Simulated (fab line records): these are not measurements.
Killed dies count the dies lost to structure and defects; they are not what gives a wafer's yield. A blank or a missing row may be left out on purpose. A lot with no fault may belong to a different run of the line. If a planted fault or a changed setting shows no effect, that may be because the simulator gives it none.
fab line records ; flow gf180mcu
record lots=15; wafers=45; last-day=34
route steps=602 shown DNWELL@34 NWELL@53 LVPWELL@65 MVSD@77 MVPSD@88 HV_LDD@222 SAB@264
lots untouched by any fault: they come from a run of this same line in which no faults occurred
start-h: the number of hours between the record's first day and the start of the first shown wafer of the lot ; wait-h: how many hours have passed since the lot's step before this one ; " same as the row above ; L1.1+2: a single row standing in for several wafers ; - no value, or no start was given ; * or withheld: withheld ; < > ~ a bound
route shown NAME@n: names a module that has steps shown in the file, with the first one's number in the route ; usual: average and standard deviation across the fault-free wafers ; same: alike in all rows ; chamber/n: place in a boat ; sites: readings site by site ; _std_site: the standard deviation of these ; _edge_site: the outer-site mean with the inner-site mean subtracted ; radius-mm: for every site, how far away it sits from the centre of the wafer ; mask NAME#n: copy n ; behind: tool/chamber where the wafer was last shaped ; hold: the reason the lot was held/the length of the hold in hours/how it ended ; device: which transistor (n, p or np) failed to switch ; end of line: at the end of the route, the tests of the same wafers ; for a step that has no rows: nothing shown but its recipe ; killed: the dies lost at the first sort to structure and to defects; this is not the yield of the wafer ; map: the dies of a wafer, with x for killed, . for not killed, _ for no die there
set.NAME: setting as actually run; set.NAME@STEP: the setting as run at that earlier step ; model.NAME: the simulator's own value behind a step, which no gauge read
one table for each step of the route and one row for each wafer, over a sample of lots
services: when a tool's chamber went out of use (start-h, in hours from the record's first day, below 0 if earlier), for how many hours, and the reason
## steps
# step GF_DNWELL_COAT_02
# recipe spin-rpm=2000; resist-thk-nm=3000
# usual chill-plate-temp-C=22.99/0.098; dispense-pressure-kPa=46.7/0.59
lot.wafer;tool;chamber;start-h;wait-h;chill-plate-temp-C;dispense-pressure-kPa
L334.1;litho-track-04;0;40.74;0.1;23.01;47.3
L334.5;litho-track-04;0;40.74;0.1;22.97;47.3
L334.6;litho-track-04;0;40.74;0.1;22.93;47.3
L335.3;litho-track-04;0;46.69;0.1;22.92;47.3
L335.5;litho-track-04;0;46.69;0.1;23.00;47.3
L335.6;litho-track-04;0;46.69;0.1;23.15;47.3
L336.2;litho-track-04;0;50.91;0.1;22.89;47.3
L336.3;litho-track-04;0;50.91;0.1;23.07;47.3
L336.4;litho-track-04;0;50.91;0.1;22.95;47.2
L337.3;litho-track-04;0;58.59;0.1;22.94;47.3
L337.4;litho-track-04;0;58.59;0.1;23.03;47.2
L337.6;litho-track-04;0;58.59;0.1;22.99;47.3
L338.2;litho-track-04;0;61.36;0.1;22.87;47.3
L338.4;litho-track-04;0;61.36;0.1;22.92;47.2
L338.6;litho-track-04;0;61.36;0.1;22.91;47.2
L339.2;litho-track-02;0;67.30;0.1;23.13;46.8
L339.3;litho-track-02;0;67.30;0.1;23.03;46.8
L339.4;litho-track-02;0;67.30;0.1;23.09;46.7
L340.2;litho-track-03;0;71.97;0.1;22.95;45.9
L340.3;litho-track-03;0;71.97;0.1;23.09;45.9
L340.4;litho-track-03;0;71.97;0.1;22.96;45.9
L341.3;litho-track-03;0;79.59;0.1;23.00;45.9
L341.4;litho-track-03;0;79.59;0.1;23.10;45.9
L341.6;litho-track-03;0;79.59;0.1;22.87;45.9
L345.4;litho-track-03;0;98.07;0.1;23.06;45.9
L345.5;litho-track-03;0;98.07;0.1;22.97;45.9
L345.6;litho-track-03;0;98.07;0.1;23.01;45.9
L346.1;litho-track-03;-;104.24;0.1;-;-
L346.2;litho-track-03;-;104.24;0.1;-;-
L346.4;litho-track-03;-;104.24;0.1;-;-
L347.2;litho-track-03;-;112.47;0.1;-;-
L347.3;litho-track-03;-;112.47;0.1;-;-
L347.5;litho-track-03;-;112.47;0.1;-;-
L348.2;litho-track-02;-;114.35;0.1;-;-
L348.4;litho-track-02;-;114.35;0.1;-;-
L348.6;litho-track-02;-;114.35;0.1;-;-
L353.2;litho-track-02;0;141.05;0.1;23.06;46.7
L353.5;litho-track-02;0;141.05;0.1;23.04;46.7
L353.6;litho-track-02;0;141.05;0.1;22.86;46.7
L354.1;litho-track-04;0;147.54;0.1;22.90;47.3
L354.4;litho-track-04;0;147.54;0.1;23.01;47.3
L354.5;litho-track-04;0;147.54;0.1;22.93;47.3
L355.1;litho-track-04;0;152.94;0.1;22.93;47.3
L355.2;litho-track-04;0;152.94;0.1;22.82;47.3
L355.6;litho-track-04;0;152.94;0.1;23.09;47.3
# step GF_NWELL_TW_MEAS_11
# usual NWELL_TW=1599/18
lot.wafer;tool;chamber;start-h;wait-h;NWELL_TW
L334.1;film-metro-01;-;60.91;0.1;1588
L334.5;film-metro-01;-;60.91;0.1;1597
L334.6;film-metro-01;-;60.91;0.1;1592
L335.3;film-metro-03;-;68.09;0.1;1612
L335.5;film-metro-03;-;68.09;0.1;1612
L335.6;film-metro-03;-;68.09;0.1;1616
L336.2;film-metro-01;-;70.44;0.1;1595
L336.3;film-metro-01;-;70.44;0.1;1595
L336.4;film-metro-01;-;70.44;0.1;1601
L337.3;film-metro-03;-;79.55;0.1;1620
L337.4;film-metro-03;-;79.55;0.1;1627
L337.6;film-metro-03;-;79.55;0.1;1618
L338.2;film-metro-03;-;83.13;0.1;1635
L338.4;film-metro-03;-;83.13;0.1;1623
L338.6;film-metro-03;-;83.13;0.1;1630
L339.2;film-metro-03;-;88.62;0.1;1615
L339.3;film-metro-03;-;88.62;0.1;1620
L339.4;film-metro-03;-;88.62;0.1;1611
L340.2;film-metro-01;-;93.77;0.1;1586
L340.3;film-metro-01;-;93.77;0.1;1603
L340.4;film-metro-01;-;93.77;0.1;1601
L341.3;film-metro-01;-;102.91;0.1;1574
L341.4;film-metro-01;-;102.91;0.1;1577
L341.6;film-metro-01;-;102.91;0.1;1579
L345.4;film-metro-01;-;120.14;0.1;1604
L345.5;film-metro-01;-;120.14;0.1;1601
L345.6;film-metro-01;-;120.14;0.1;1605
L346.1;film-metro-03;-;127.01;0.1;1885
L346.2;film-metro-03;-;127.01;0.1;1880
L346.4;film-metro-03;-;127.01;0.1;1878
L347.2;film-metro-01;-;135.53;0.1;1871
L347.3;film-metro-01;-;135.53;0.1;1878
L347.5;film-metro-01;-;135.53;0.1;1880
L348.2;film-metro-01;-;137.73;0.1;1862
L348.4;film-metro-01;-;137.73;0.1;1869
L348.6;film-metro-01;-;137.73;0.1;1859
L353.2;film-metro-03;-;165.77;0.1;1619
L353.5;film-metro-03;-;165.77;0.1;1622
L353.6;film-metro-03;-;165.77;0.1;1632
L354.1;film-metro-01;-;172.01;0.1;1578
L354.4;film-metro-01;-;172.01;0.1;1584
L354.5;film-metro-01;-;172.01;0.1;1582
L355.1;film-metro-03;-;178.16;0.1;1605
L355.2;film-metro-03;-;178.16;0.1;1599
L355.6;film-metro-03;-;178.16;0.1;1606
# step GF_LVPWELL_TW_MEAS_11
# usual LVPWELL_TW=564/7.5
lot.wafer;tool;chamber;start-h;wait-h;LVPWELL_TW
L334.1;film-metro-02;-;75.35;0.1;558
L334.5;film-metro-02;-;75.35;0.1;557
L334.6;film-metro-02;-;75.35;0.1;556
L335.3;film-metro-03;-;82.70;0.1;574
L335.5;film-metro-03;-;82.70;0.1;577
L335.6;film-metro-03;-;82.70;0.1;574
L336.2;film-metro-02;-;83.94;0.1;559
L336.3;film-metro-02;-;83.94;0.1;557
L336.4;film-metro-02;-;83.94;0.1;558
L337.3;film-metro-01;-;93.35;0.1;569
L337.4;film-metro-01;-;93.35;0.1;570
L337.6;film-metro-01;-;93.35;0.1;569
L338.2;film-metro-02;-;97.15;0.1;555
L338.4;film-metro-02;-;97.15;0.1;556
L338.6;film-metro-02;-;97.15;0.1;558
L339.2;film-metro-02;-;103.21;0.1;553
L339.3;film-metro-02;-;103.21;0.1;558
L339.4;film-metro-02;-;103.21;0.1;557
L340.2;film-metro-01;-;107.69;0.1;565
L340.3;film-metro-01;-;107.69;0.1;564
L340.4;film-metro-01;-;107.69;0.1;564
L341.3;film-metro-01;-;116.75;0.1;561
L341.4;film-metro-01;-;116.75;0.1;561
L341.6;film-metro-01;-;116.75;0.1;563
L345.4;film-metro-03;-;135.81;0.1;572
L345.5;film-metro-03;-;135.81;0.1;573
L345.6;film-metro-03;-;135.81;0.1;570
L346.1;film-metro-01;-;142.87;0.1;1400
L346.2;film-metro-01;-;142.87;0.1;1396
L346.4;film-metro-01;-;142.87;0.1;1399
L347.2;film-metro-02;-;151.13;0.1;1382
L347.3;film-metro-02;-;151.13;0.1;1379
L347.5;film-metro-02;-;151.13;0.1;1382
L348.2;film-metro-01;-;153.77;0.1;1387
L348.4;film-metro-01;-;153.77;0.1;1394
L348.6;film-metro-01;-;153.77;0.1;1400
L353.2;film-metro-02;-;181.83;0.1;556
L353.5;film-metro-02;-;181.83;0.1;560
L353.6;film-metro-02;-;181.83;0.1;557
L354.1;film-metro-03;-;189.12;0.1;568
L354.4;film-metro-03;-;189.12;0.1;570
L354.5;film-metro-03;-;189.12;0.1;571
L355.1;film-metro-01;-;198.36;0.1;563
L355.2;film-metro-01;-;198.36;0.1;567
L355.6;film-metro-01;-;198.36;0.1;568
# step GF_MVSD_TW_MEAS_11
# usual MVSD_TW=1594/23
lot.wafer;tool;chamber;start-h;wait-h;MVSD_TW
L334.1;film-metro-03;-;89.57;0.1;1622
L334.5;film-metro-03;-;89.57;0.1;1618
L334.6;film-metro-03;-;89.57;0.1;1622
L335.3;film-metro-01;-;96.88;0.1;1588
L335.5;film-metro-01;-;96.88;0.1;1590
L335.6;film-metro-01;-;96.88;0.1;1587
L336.2;film-metro-01;-;98.13;0.1;1595
L336.3;film-metro-01;-;98.13;0.1;1587
L336.4;film-metro-01;-;98.13;0.1;1594
L337.3;film-metro-02;-;107.35;0.1;1573
L337.4;film-metro-02;-;107.35;0.1;1572
L337.6;film-metro-02;-;107.35;0.1;1567
L338.2;film-metro-02;-;111.64;0.1;1566
L338.4;film-metro-02;-;111.64;0.1;1563
L338.6;film-metro-02;-;111.64;0.1;1566
L339.2;film-metro-02;-;117.09;0.1;1565
L339.3;film-metro-02;-;117.09;0.1;1571
L339.4;film-metro-02;-;117.09;0.1;1573
L340.2;film-metro-02;-;122.54;0.1;1558
L340.3;film-metro-02;-;122.54;0.1;1567
L340.4;film-metro-02;-;122.54;0.1;1566
L341.3;film-metro-03;-;131.80;0.1;1617
L341.4;film-metro-03;-;131.80;0.1;1619
L341.6;film-metro-03;-;131.80;0.1;1618
L345.4;film-metro-03;-;152.14;0.1;1625
L345.5;film-metro-03;-;152.14;0.1;1634
L345.6;film-metro-03;-;152.14;0.1;1627
L346.1;film-metro-01;-;158.81;0.1;1879
L346.2;film-metro-01;-;158.81;0.1;1876
L346.4;film-metro-01;-;158.81;0.1;1877
L347.2;film-metro-03;-;167.69;0.1;1908
L347.3;film-metro-03;-;167.69;0.1;1905
L347.5;film-metro-03;-;167.69;0.1;1900
L348.2;film-metro-01;-;169.77;0.1;1856
L348.4;film-metro-01;-;169.77;0.1;1845
L348.6;film-metro-01;-;169.77;0.1;1851
L353.2;film-metro-02;-;199.32;0.1;1574
L353.5;film-metro-02;-;199.32;0.1;1573
L353.6;film-metro-02;-;199.32;0.1;1558
L354.1;film-metro-02;-;205.86;0.1;1573
L354.4;film-metro-02;-;205.86;0.1;1567
L354.5;film-metro-02;-;205.86;0.1;1574
L355.1;film-metro-03;-;215.71;0.1;1629
L355.2;film-metro-03;-;215.71;0.1;1615
L355.6;film-metro-03;-;215.71;0.1;1622
# step GF_MVPSD_STRIP_10
# recipe chemistry=O2/N2; power-w=1400; pressure-mtorr=1500; platen-temp-c=250; o2-flow-sccm=3000; n2-flow-sccm=300; overash-fraction=0.5
# usual drypump-motor-current-A=5.8/0.39; heater-power-w=367/50; n2-flow-sccm=300.0/0.91; oes-product-au=0.723/0.0043; strip-time-to-endpoint-s=36.91/0.086
lot.wafer;tool;chamber;start-h;wait-h;drypump-motor-current-A;heater-power-w;n2-flow-sccm;oes-product-au;rf-hours-counter-h;strip-time-to-endpoint-s
L334.1;plasma-asher-04;0;103.76;0.1;5.2;416;299.5;0.716;43;36.84
L334.5;plasma-asher-04;0;103.76;0.1;5.2;410;298.6;0.718;-;36.75
L334.6;plasma-asher-04;1;103.76;0.1;5.8;381;301.7;0.718;-;36.87
L335.3;plasma-asher-04;0;111.21;0.1;5.1;414;298.6;0.725;-;36.91
L335.5;plasma-asher-04;0;111.21;0.1;5.2;415;298.5;0.726;-;37.05
L335.6;plasma-asher-04;1;111.21;0.1;5.7;377;300.2;0.725;-;36.98
L336.2;plasma-asher-04;1;112.81;0.1;5.7;385;299.6;0.726;44;36.80
L336.3;plasma-asher-04;0;112.81;0.1;5.1;420;300.4;0.724;-;36.96
L336.4;plasma-asher-04;1;112.81;0.1;5.8;379;300.1;0.728;-;36.91
L337.3;plasma-asher-01;1;122.11;0.1;6.1;418;299.8;0.719;-;36.81
L337.4;plasma-asher-01;0;122.11;0.1;6.3;287;301.2;0.725;-;36.92
L337.6;plasma-asher-01;1;122.11;0.1;6.1;417;300.6;0.721;-;36.85
L338.2;plasma-asher-01;0;125.53;0.1;6.3;295;299.7;0.722;47;36.93
L338.4;plasma-asher-01;0;125.53;0.1;6.3;291;301.1;0.719;-;36.82
L338.6;plasma-asher-01;0;125.53;0.1;6.2;300;300.8;0.730;-;36.91
L339.2;plasma-asher-02;0;131.76;0.1;5.6;306;300.0;0.716;35;36.94
L339.3;plasma-asher-02;1;131.76;0.1;6.0;358;300.2;0.725;-;36.88
L339.4;plasma-asher-02;0;131.76;0.1;5.6;316;301.3;0.720;-;36.88
L340.2;plasma-asher-01;1;137.53;0.1;6.0;425;300.2;0.723;48;36.83
L340.3;plasma-asher-01;1;137.53;0.1;6.1;430;299.1;0.731;-;36.96
L340.4;plasma-asher-01;0;137.53;0.1;6.3;293;298.7;0.732;-;36.81
L341.3;plasma-asher-01;1;146.69;0.1;6.0;412;298.6;0.730;-;37.01
L341.4;plasma-asher-01;0;146.69;0.1;6.3;283;298.8;0.719;-;37.02
L341.6;plasma-asher-01;1;146.69;0.1;6.1;408;299.3;0.721;-;36.95
L345.4;plasma-asher-01;0;168.11;0.1;6.3;293;298.6;0.724;-;37.00
L345.5;plasma-asher-01;0;168.11;0.1;6.3;291;301.8;0.723;-;36.99
L345.6;plasma-asher-01;1;168.11;0.1;6.1;424;299.3;0.723;-;36.98
L346.1;plasma-asher-01;1;175.12;0.1;6.1;418;299.0;0.723;52;36.99
L346.2;plasma-asher-01;0;175.12;0.1;6.3;295;300.4;0.726;52;36.98
L346.4;plasma-asher-01;0;175.12;0.1;6.3;300;299.2;0.718;-;36.96
L347.2;plasma-asher-04;0;184.48;0.1;5.1;411;298.8;0.715;51;37.02
L347.3;plasma-asher-04;0;184.48;0.1;5.1;434;299.6;0.717;-;36.99
L347.5;plasma-asher-04;1;184.48;0.1;5.8;382;299.0;0.717;-;36.92
L348.2;plasma-asher-01;1;186.47;0.1;6.1;414;300.6;0.724;53;36.91
L348.4;plasma-asher-01;1;186.47;0.1;6.1;418;301.2;0.720;-;36.98
L348.6;plasma-asher-01;0;186.47;0.1;6.3;301;299.0;0.716;-;36.97
L353.2;plasma-asher-02;1;217.21;0.1;6.0;349;301.5;0.719;45;36.77
L353.5;plasma-asher-02;0;217.21;0.1;5.6;317;301.2;0.719;-;36.65
L353.6;plasma-asher-02;1;217.21;0.1;6.0;341;300.4;0.725;-;36.82
L354.1;plasma-asher-02;1;223.26;0.1;6.0;352;301.3;0.716;46;36.75
L354.4;plasma-asher-02;0;223.26;0.1;5.6;309;299.6;0.726;-;36.86
L354.5;plasma-asher-02;1;223.26;0.1;6.0;349;300.4;0.722;-;36.87
L355.1;plasma-asher-04;0;233.92;0.1;5.2;410;298.4;0.730;56;36.71
L355.2;plasma-asher-04;1;233.92;0.1;5.7;383;299.2;0.716;56;36.84
L355.6;plasma-asher-04;0;233.92;0.1;5.2;421;300.2;0.731;-;36.97
# step GF_HV_LDD_CD_MEAS_46
# recipe target-cd-nm=400
# usual cd-nm=399.7/2.1
lot.wafer;tool;chamber;start-h;wait-h;cd-nm
L334.1;cd-sem-02;-;279.09;0.1;400.8
L334.5;cd-sem-02;-;279.09;0.1;399.1
L334.6;cd-sem-02;-;279.09;0.1;401.6
L335.3;cd-sem-02;-;289.53;0.1;401.5
L335.5;cd-sem-02;-;289.53;0.1;399.2
L335.6;cd-sem-02;-;289.53;0.1;397.5
L336.2;cd-sem-01;-;293.44;0.1;399.4
L336.3;cd-sem-01;-;293.44;0.1;399.8
L336.4;cd-sem-01;-;293.44;0.1;401.0
L337.3;cd-sem-02;-;305.66;0.1;395.8
L337.4;cd-sem-02;-;305.66;0.1;396.0
L337.6;cd-sem-02;-;305.66;0.1;398.9
L338.2;cd-sem-01;-;313.19;0.1;401.1
L338.4;cd-sem-01;-;313.19;0.1;400.3
L338.6;cd-sem-01;-;313.19;0.1;398.1
L339.2;cd-sem-02;-;317.51;0.1;402.1
L339.3;cd-sem-02;-;317.51;0.1;400.7
L339.4;cd-sem-02;-;317.51;0.1;398.6
L340.2;cd-sem-02;-;326.96;0.1;399.7
L340.3;cd-sem-02;-;326.96;0.1;400.7
L340.4;cd-sem-02;-;326.96;0.1;402.8
L341.3;cd-sem-02;-;339.88;0.1;398.1
L341.4;cd-sem-02;-;339.88;0.1;398.9
L341.6;cd-sem-02;-;339.88;0.1;396.7
L345.4;cd-sem-01;-;369.03;0.1;400.2
L345.5;cd-sem-01;-;369.03;0.1;400.0
L345.6;cd-sem-01;-;369.03;0.1;400.5
L346.1;cd-sem-01;-;377.52;0.1;397.2
L346.2;cd-sem-01;-;377.52;0.1;398.5
L346.4;cd-sem-01;-;377.52;0.1;399.0
L348.2;cd-sem-02;-;390.86;0.1;401.3
L348.4;cd-sem-02;-;390.86;0.1;398.4
L348.6;cd-sem-02;-;390.86;0.1;398.8
L347.2;cd-sem-01;-;393.54;0.1;398.8
L347.3;cd-sem-01;-;393.54;0.1;399.3
L347.5;cd-sem-01;-;393.54;0.1;398.3
L353.2;cd-sem-02;-;435.34;0.1;401.8
L353.5;cd-sem-02;-;435.34;0.1;403.2
L353.6;cd-sem-02;-;435.34;0.1;402.0
L354.1;cd-sem-01;-;441.49;0.1;396.8
L354.4;cd-sem-01;-;441.49;0.1;397.7
L354.5;cd-sem-01;-;441.49;0.1;397.2
L355.1;cd-sem-02;-;459.98;0.1;396.8
L355.2;cd-sem-02;-;459.98;0.1;397.9
L355.6;cd-sem-02;-;459.98;0.1;399.0
# step GF_SAB_CVD_00
# recipe material=SiO2; target-thk-nm=50; precursor=TEOS; temp-c=400; time-s=4.9302; rf-w=600
# usual heater-power-w=717/92
lot.wafer;tool;chamber;start-h;wait-h;heater-power-w;since-wet-clean-h
L334.1;pecvd-02;0;324.37;0.1;831;566
L334.5;pecvd-02;2;324.37;0.1;604;-
L334.6;pecvd-02;0;324.37;0.1;838;-
L335.3;pecvd-04;1;335.86;0.1;818;800
L335.5;pecvd-04;1;335.86;0.1;652;-
L335.6;pecvd-04;0;335.86;0.1;702;-
L336.2;pecvd-02;2;339.21;0.1;578;581
L336.3;pecvd-02;0;339.21;0.1;859;581
L336.4;pecvd-02;0;339.21;0.1;850;-
L337.3;pecvd-03;2;351.68;0.1;644;385
L337.4;pecvd-03;0;351.68;0.1;553;-
L337.6;pecvd-03;1;351.68;0.1;708;-
L338.2;pecvd-02;2;360.53;0.1;577;602
L338.4;pecvd-02;1;360.53;0.1;798;-
L338.6;pecvd-02;0;360.53;0.1;848;-
L339.2;pecvd-02;1;365.71;0.1;725;608
L339.3;pecvd-02;2;365.71;0.1;576;608
L339.4;pecvd-02;2;365.71;0.1;590;-
L340.2;pecvd-02;1;375.96;0.1;721;618
L340.3;pecvd-02;2;375.96;0.1;511;618
L340.4;pecvd-02;2;375.96;0.1;502;-
L341.3;pecvd-04;2;388.98;0.1;811;6
L341.4;pecvd-04;0;388.98;0.1;783;-
L341.6;pecvd-04;2;388.98;0.1;808;-
L345.4;pecvd-04;2;420.39;0.0;643;-
L345.5;pecvd-04;0;420.39;0.0;699;-
L345.6;pecvd-04;1;420.39;0.0;804;-
L346.1;pecvd-04;2;428.93;0.1;729;46
L346.2;pecvd-04;1;428.93;0.1;733;46
L346.4;pecvd-04;2;428.93;0.1;733;-
L348.2;pecvd-04;0;442.83;0.1;705;60
L348.4;pecvd-04;1;442.83;0.1;811;-
L348.6;pecvd-04;0;442.83;0.1;704;-
L347.2;pecvd-02;1;446.11;0.1;788;688
L347.3;pecvd-02;2;446.11;0.1;526;688
L347.5;pecvd-02;0;446.11;0.1;778;-
L353.2;pecvd-02;0;488.37;0.1;784;730
L353.5;pecvd-02;2;488.37;0.1;517;-
L353.6;pecvd-02;1;488.37;0.1;748;-
L354.1;pecvd-02;1;494.36;0.1;721;736
L354.4;pecvd-02;1;494.36;0.1;732;-
L354.5;pecvd-02;0;494.36;0.1;763;-
L355.1;pecvd-03;0;511.92;0.1;672;546
L355.2;pecvd-03;2;511.92;0.1;674;546
L355.6;pecvd-03;1;511.92;0.1;759;-
## services
tool;chamber;start-h;hours;kind
pecvd-04;-;17.64;1.6;repair
plasma-asher-01;-;25.49;0.8;repair
pecvd-04;2;56.68;5.1;repair
plasma-asher-01;-;63.02;2.3;repair
pecvd-02;0;73.54;11.2;repair
pecvd-04;1;74.59;2.5;repair
plasma-asher-04;-;74.73;2.8;pm
plasma-asher-04;-;125.94;0.4;repair
pecvd-02;1;152.13;1.8;repair
plasma-asher-04;-;175.00;3.5;repair
pecvd-04;-;178.99;0.6;repair
plasma-asher-04;-;179.18;1.7;repair
pecvd-04;-;183.18;5.5;pm
plasma-asher-04;-;221.25;3.4;repair
plasma-asher-01;-;240.03;42.7;repair
pecvd-04;-;244.68;0.5;repair
pecvd-04;-;298.06;2.8;pm
plasma-asher-04;-;305.50;0.6;repair
pecvd-02;-;315.95;0.5;repair
plasma-asher-01;-;340.60;1.1;repair
plasma-asher-01;-;344.27;54.7;repair
pecvd-04;-;368.88;14.0;pm
plasma-asher-01;-;421.25;9.0;pm
pecvd-02;-;473.78;6.0;pm
## key
first-sign step=GF_DNWELL_COAT_02; reading=tool-record; direction=missing
effect step=GF_NWELL_TW_MEAS_11; reading=NWELL_TW; direction=up; sigmas=15; usual=1599; struck=1874
effect step=GF_LVPWELL_TW_MEAS_11; reading=LVPWELL_TW; direction=up; sigmas=99+; usual=564; struck=1391
effect step=GF_MVSD_TW_MEAS_11; reading=MVSD_TW; direction=up; sigmas=12; usual=1594; struck=1877
met-at GF_DNWELL_COAT_02
struck-lots L346,L347,L348
sort-left-out L346.1,L346.2,L346.4,L347.2,L347.3,L347.5,L348.2,L348.4,L348.6
tester-left-out L346,L347,L348
not-acting-at GF_MVPSD_STRIP_10,GF_HV_LDD_CD_MEAS_46,GF_SAB_CVD_00
onset-between 98.07 104.24
fault kind=skipped-step-whole; tool=litho-track-02,litho-track-03; chamber=-; onset-h=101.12; steps=GF_DNWELL_COAT_02; scope=struck-lots-only
# tester-left-out: of these lots the tester's yield and bins aren't shown, on N5 and GAA mostly nor the transistor test; their killed dies are dies lost to structure and defects alone, not to doping, threshold or leakage, so they don't give the yield
# sort-left-out: the simulated sort isn't trusted on such a fault, so these wafers' sort isn't shown, and their yield isn't known
